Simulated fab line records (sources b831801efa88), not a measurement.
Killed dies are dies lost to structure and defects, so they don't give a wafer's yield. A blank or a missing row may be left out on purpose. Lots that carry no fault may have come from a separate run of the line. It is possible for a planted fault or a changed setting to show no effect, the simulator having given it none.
Chamber matching || flow sky130 || cmp-01 running SKY_CONTACT_CMP_04: 4 sister chambers
The step polishes SiO2. 14 wafers are shown with their chamber, then 7 later ones without.

## WAFERS, EACH WITH ITS CHAMBER
{"wafer": "L646.1", "chamber": 1, "motorCurrentA (A)": 12.9, "timeToEndpointS (s)": 81}
{"wafer": "L646.5", "chamber": 1, "motorCurrentA (A)": 13.2, "timeToEndpointS (s)": 81}
{"wafer": "L646.6", "chamber": 2, "motorCurrentA (A)": 12.6, "timeToEndpointS (s)": 84}
{"wafer": "L647.2", "chamber": 2, "motorCurrentA (A)": 13.7, "timeToEndpointS (s)": 85}
{"wafer": "L647.5", "chamber": 3, "motorCurrentA (A)": 12.7, "timeToEndpointS (s)": 77}
{"wafer": "L647.6", "chamber": 0, "motorCurrentA (A)": 10.0, "timeToEndpointS (s)": 79}
{"wafer": "L661.1", "chamber": 1, "motorCurrentA (A)": 12.5, "timeToEndpointS (s)": 81}
{"wafer": "L661.2", "chamber": 0, "motorCurrentA (A)": 10.6, "timeToEndpointS (s)": 86}
{"wafer": "L661.6", "chamber": 2, "motorCurrentA (A)": 13.7, "timeToEndpointS (s)": 89}
{"wafer": "L663.1", "chamber": 1, "motorCurrentA (A)": 12.8, "timeToEndpointS (s)": 85}
{"wafer": "L663.3", "chamber": 2, "motorCurrentA (A)": 13.5, "timeToEndpointS (s)": 88}
{"wafer": "L663.5", "chamber": 0, "motorCurrentA (A)": 10.8, "timeToEndpointS (s)": 86}
{"wafer": "L664.1", "chamber": 2, "motorCurrentA (A)": 13.3, "timeToEndpointS (s)": 84}
{"wafer": "L664.3", "chamber": 3, "motorCurrentA (A)": 11.4, "timeToEndpointS (s)": 80}

SIGNATURES, as means of the wafers listed above
{"reading": "motorCurrentA", "chamber 0": 10.467, "chamber 1": 12.850, "chamber 2": 13.360, "chamber 3": 12.050, "scatter within a chamber": 0.477}
{"reading": "timeToEndpointS", "chamber 0": 83.67, "chamber 1": 82.00, "chamber 2": 86.00, "chamber 3": 78.50, "scatter within a chamber": 2.67}
Rule: distance of a wafer from a chamber = root of the sum over the readings of ((wafer's reading minus chamber's mean) / reading's scatter) squared. If the next closest chamber is less than 2 further off than the closest, the wafer can't be placed; otherwise it belongs to the closest. The scatter is the square root of a quotient: the sum, over the shown wafers, of each reading's squared deviation from its chamber's mean, divided by wafers minus chambers.

## WAFERS MISSING THEIR CHAMBER
{"wafer": "L664.6", "motorCurrentA (A)": 11.9, "timeToEndpointS (s)": 77}
{"wafer": "L665.1", "motorCurrentA (A)": 10.4, "timeToEndpointS (s)": 85}
{"wafer": "L665.5", "motorCurrentA (A)": 12.9, "timeToEndpointS (s)": 73}
{"wafer": "L665.6", "motorCurrentA (A)": 13.4, "timeToEndpointS (s)": 79}
{"wafer": "L667.3", "motorCurrentA (A)": 13.4, "timeToEndpointS (s)": 81}
{"wafer": "L667.4", "motorCurrentA (A)": 10.3, "timeToEndpointS (s)": 85}
{"wafer": "L667.6", "motorCurrentA (A)": 13.4, "timeToEndpointS (s)": 80}

## THE CHAMBER EACH PASSED THROUGH
{"wafer": "L664.6", "from the rows above": 3, "in truth": 3}
{"wafer": "L665.1", "from the rows above": 0, "in truth": 0}
{"wafer": "L665.5", "from the rows above": "can't be placed: 3 or 1", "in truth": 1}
{"wafer": "L665.6", "from the rows above": "can't be placed: 1 or 2 or 3", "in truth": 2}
{"wafer": "L667.3", "from the rows above": "can't be placed: 1 or 2 or 3", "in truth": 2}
{"wafer": "L667.4", "from the rows above": 0, "in truth": 0}
{"wafer": "L667.6", "from the rows above": "can't be placed: 1 or 2 or 3", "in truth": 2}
Placed correctly: 3 of 7. Unplaceable from these rows: 4, with the true chamber sitting among the candidates in 4. Wrongly placed: 0.
